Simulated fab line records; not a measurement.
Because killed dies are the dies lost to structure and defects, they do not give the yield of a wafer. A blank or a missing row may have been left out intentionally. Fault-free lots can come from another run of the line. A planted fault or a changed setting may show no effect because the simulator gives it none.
Which tool was responsible? + flow sky130 + 14 lots with 42 wafers sampled at 4 steps, on a route of 708 steps

== WHAT EACH GAUGE READ, for each wafer ==
The record holds no reading of a measuring or inspecting step that can be judged against a usual standard deviation.

== TOOL THAT RAN EACH LOT (tool first, then ch and the chambers of the sampled wafers, then the start) ==
| lot  | SKY_METAL2_ETCH_18                | SKY_METAL3_SPUTTER_00        | SKY_METAL3_PEB_11                 | SKY_METAL3_METAL_ETCH_18          |
|------|-----------------------------------|------------------------------|-----------------------------------|-----------------------------------|
| L798 | rie-metal-02 ch 0,1, day 35 14:28 | pvd-sputter-02, day 36 18:32 | litho-track-03 ch 0, day 38 22:00 | rie-metal-03 ch 0,1, day 38 22:49 |
| L799 | rie-metal-01 ch 0,1, day 35 15:25 | pvd-sputter-03, day 36 20:58 | litho-track-02 ch 0, day 38 23:00 | rie-metal-04 ch 0,1, day 39 00:19 |
| L801 | rie-metal-01 ch 0,1, day 36 07:23 | pvd-sputter-02, day 37 11:17 | litho-track-02 ch 0, day 39 13:00 | rie-metal-01 ch 0,1, day 39 13:58 |
| L802 | rie-metal-02 ch 0,1, day 37 08:41 | pvd-sputter-02, day 38 12:51 | litho-track-02 ch 0, day 40 15:00 | rie-metal-04 ch 0,1, day 40 15:43 |
| L803 | rie-metal-03 ch 0,1, day 37 12:43 | pvd-sputter-04, day 38 16:50 | litho-track-02 ch 0, day 40 19:00 | rie-metal-01 ch 0, day 40 20:16   |
| L804 | rie-metal-03 ch 0,1, day 37 13:46 | pvd-sputter-03, day 38 18:20 | litho-track-03 ch 0, day 40 21:00 | rie-metal-01 ch 1, day 40 22:19   |
| L805 | rie-metal-03 ch 0,1, day 37 18:17 | pvd-sputter-03, day 38 23:00 | litho-track-03 ch 0, day 41 00:00 | rie-metal-03 ch 0,1, day 41 01:28 |
| L806 | rie-metal-01 ch 0,1, day 38 18:41 | pvd-sputter-02, day 39 23:32 | litho-track-02 ch 0, day 42 00:00 | rie-metal-01 ch 0,1, day 42 00:43 |
| L807 | rie-metal-02 ch 1, day 38 20:49   | pvd-sputter-02, day 40 00:38 | litho-track-02 ch 0, day 42 01:00 | rie-metal-01 ch 0,1, day 42 02:37 |
| L809 | rie-metal-03 ch 0,1, day 39 13:19 | pvd-sputter-02, day 40 16:45 | litho-track-03 ch 0, day 42 15:00 | rie-metal-03 ch 0,1, day 42 16:33 |
| L808 | rie-metal-03 ch 0,1, day 39 14:10 | pvd-sputter-03, day 40 18:12 | litho-track-03 ch 0, day 42 19:00 | rie-metal-03 ch 0,1, day 42 20:11 |
| L815 | rie-metal-02 ch 0,1, day 40 19:01 | pvd-sputter-03, day 41 21:59 | litho-track-02, day 43 20:00      | rie-metal-04 ch 0,1, day 43 21:13 |
| L814 | rie-metal-03 ch 0,1, day 40 20:58 | pvd-sputter-02, day 41 23:29 | litho-track-03, day 43 22:00      | rie-metal-01 ch 0,1, day 43 23:25 |
| L819 | rie-metal-02 ch 0,1, day 42 01:08 | pvd-sputter-02, day 43 03:29 | litho-track-01 ch 0, day 45 02:00 | rie-metal-04 ch 0,1, day 45 03:12 |
- SKY_METAL2_ETCH_18: etches BARC in N2/H2, stops on SiO2, time 45.9 s, target depth 60 nm.
- SKY_METAL3_SPUTTER_00: material Ti, target thk 15 nm, time 10 s.
- SKY_METAL3_PEB_11
- SKY_METAL3_METAL_ETCH_18: etches the open film in Cl2/BCl3, stops on SiO2, target depth 845 nm, time 183.1 s.

== AS READ BY THE TOOLS THEMSELVES (means over the sampled wafers that have a number; for cases with no such wafer, the mark the record gives instead) ==
SKY_METAL2_ETCH_18. Usual: bias-w 100.03 W, standard deviation 0.28; drypump-motor-current-A 6.0 A, standard deviation 0.48; h2-flow-sccm 199.9 sccm, standard deviation 0.62; oes-product-au 0.855 a.u., standard deviation 0.0049; rf-fwd-power-W 494.0 W, standard deviation 1.9; throttle-valve-pct 13.225 %, standard deviation 0.0096.
| lot  | tool         | bias-w (W) | drypump-motor-current-A (A) | h2-flow-sccm (sccm) | oes-product-au (a.u.) | rf-fwd-power-W (W) | throttle-valve-pct (%) | flag |
|------|--------------|------------|-----------------------------|---------------------|-----------------------|--------------------|------------------------|------|
| L798 | rie-metal-02 | 99.83      | 5.9                         | 200.1               | 0.856                 | 493.8              | 13.234                 |      |
| L799 | rie-metal-01 | 100.20     | 5.8                         | 200.0               | 0.852                 | 492.7              | 13.226                 |      |
| L801 | rie-metal-01 | 99.86      | 6.3                         | 200.4               | 0.855                 | 492.6              | 13.224                 |      |
| L802 | rie-metal-02 | 100.00     | 5.9                         | 200.0               | 0.856                 | 494.2              | 13.221                 |      |
| L803 | rie-metal-03 | 100.22     | 6.1                         | 199.8               | 0.851                 | 496.0              | 13.232                 |      |
| L804 | rie-metal-03 | 99.94      | 6.2                         | 200.0               | 0.856                 | 495.3              | 13.227                 |      |
| L805 | rie-metal-03 | 99.94      | 6.1                         | 199.9               | 0.858                 | 496.6              | 13.220                 |      |
| L806 | rie-metal-01 | 100.03     | 6.3                         | 200.3               | 0.856                 | 492.2              | 13.224                 |      |
| L807 | rie-metal-02 | 99.83      | 5.4                         | 200.1               | 0.849                 | 492.6              | 13.224                 |      |
| L809 | rie-metal-03 | 99.89      | 6.1                         | 199.8               | 0.850                 | 495.6              | 13.220                 |      |
| L808 | rie-metal-03 | 100.05     | 6.2                         | 199.6               | 0.854                 | 496.2              | 13.222                 |      |
| L815 | rie-metal-02 | 100.23     | 5.7                         | 200.4               | 0.855                 | 493.8              | 13.227                 |      |
| L814 | rie-metal-03 | 100.10     | 6.1                         | 199.9               | 0.857                 | 495.2              | 13.218                 |      |
| L819 | rie-metal-02 | 100.05     | 5.7                         | 200.2               | 0.859                 | 492.8              | 13.218                 |      |

SKY_METAL3_SPUTTER_00. Usual: 29.8 % for throttle-valve-pct, sd 0.84.
| lot  | tool           | throttle-valve-pct (%) | flag |
|------|----------------|------------------------|------|
| L798 | pvd-sputter-02 | 30.0                   |      |
| L799 | pvd-sputter-03 | 29.6                   |      |
| L801 | pvd-sputter-02 | 29.4                   |      |
| L802 | pvd-sputter-02 | 29.2                   |      |
| L803 | pvd-sputter-04 | 30.0                   |      |
| L804 | pvd-sputter-03 | 29.3                   |      |
| L805 | pvd-sputter-03 | 29.6                   |      |
| L806 | pvd-sputter-02 | 30.9                   |      |
| L807 | pvd-sputter-02 | 29.2                   |      |
| L809 | pvd-sputter-02 | 30.7                   |      |
| L808 | pvd-sputter-03 | 29.7                   |      |
| L815 | pvd-sputter-03 | 29.3                   |      |
| L814 | pvd-sputter-02 | 30.2                   |      |
| L819 | pvd-sputter-02 | 30.0                   |      |

SKY_METAL3_PEB_11. Usual: 44.7 Pa for exhaust-pa, sd 0.91.
| lot  | tool           | exhaust-pa (Pa) | flag |
|------|----------------|-----------------|------|
| L798 | litho-track-03 | 45.3            |      |
| L799 | litho-track-02 | 44.9            |      |
| L801 | litho-track-02 | 44.3            |      |
| L802 | litho-track-02 | 43.7            |      |
| L803 | litho-track-02 | 44.4            |      |
| L804 | litho-track-03 | 43.3            |      |
| L805 | litho-track-03 | 44.4            |      |
| L806 | litho-track-02 | 45.4            |      |
| L807 | litho-track-02 | 45.1            |      |
| L809 | litho-track-03 | 44.1            |      |
| L808 | litho-track-03 | 44.6            |      |
| L815 | litho-track-02 | -               | OFF  |
| L814 | litho-track-03 | -               | OFF  |
| L819 | litho-track-01 | 44.5            |      |

SKY_METAL3_METAL_ETCH_18. Usual: bias-w 48.52 W, standard deviation 0.15; drypump-motor-current-A 6.1 A, standard deviation 0.47; oes-product-au 0.867 a.u., standard deviation 0.0068; rf-fwd-power-W 896 W, standard deviation 3.1; throttle-valve-pct 22.266 %, standard deviation 0.0096.
| lot  | tool         | bias-w (W) | drypump-motor-current-A (A) | oes-product-au (a.u.) | rf-fwd-power-W (W) | throttle-valve-pct (%) | flag |
|------|--------------|------------|-----------------------------|-----------------------|--------------------|------------------------|------|
| L798 | rie-metal-03 | 48.45      | 6.1                         | 0.867                 | 901                | 22.276                 |      |
| L799 | rie-metal-04 | 48.53      | 6.1                         | 0.875                 | 900                | 22.263                 |      |
| L801 | rie-metal-01 | 48.56      | 6.3                         | 0.862                 | 895                | 22.265                 |      |
| L802 | rie-metal-04 | 48.63      | 6.1                         | 0.866                 | 897                | 22.267                 |      |
| L803 | rie-metal-01 | 48.48      | 6.8                         | 0.873                 | 893                | 22.272                 |      |
| L804 | rie-metal-01 | 48.54      | 5.3                         | 0.873                 | 898                | 22.259                 |      |
| L805 | rie-metal-03 | 48.34      | 6.2                         | 0.869                 | 898                | 22.264                 |      |
| L806 | rie-metal-01 | 48.69      | 6.3                         | 0.858                 | 896                | 22.260                 |      |
| L807 | rie-metal-01 | 48.45      | 6.3                         | 0.865                 | 897                | 22.277                 |      |
| L809 | rie-metal-03 | 48.62      | 6.1                         | 0.873                 | 896                | 22.267                 |      |
| L808 | rie-metal-03 | 48.48      | 6.1                         | 0.869                 | 896                | 22.268                 |      |
| L815 | rie-metal-04 | 48.46      | 6.2                         | 0.866                 | 897                | 22.259                 |      |
| L814 | rie-metal-01 | 48.55      | 5.8                         | 0.867                 | 892                | 22.267                 |      |
| L819 | rie-metal-04 | 48.39      | 6.2                         | 0.872                 | 894                | 22.268                 |      |

== THE ANSWER, worked out from the rows above alone ==
Rule: take the mean of a lot's wafers that have a number; if it is more than 3 standard deviations from the usual mean, the lot is off. Also off: a lot with no number at a reading for which 4 or more lots have one. Any other lot the step has rows for is counted as sound. The gauges are gone through in route order, then the tools' own readings, and for those a lot's mean is taken as printed above. The first step at which some lot is off is used, and at that step the reading that is off furthest; a lot without a number counts as furthest.
Off at SKY_METAL3_PEB_11 (exhaust-pa): L815, L814. Without a number there: L815, L814.
If a tool, at that step or one of the process steps before it, ran each lot that is off and ran no sound lot following the first of them, it fits. None of those tried fits.

== WHAT THE SIMULATOR HAD INSERTED ==
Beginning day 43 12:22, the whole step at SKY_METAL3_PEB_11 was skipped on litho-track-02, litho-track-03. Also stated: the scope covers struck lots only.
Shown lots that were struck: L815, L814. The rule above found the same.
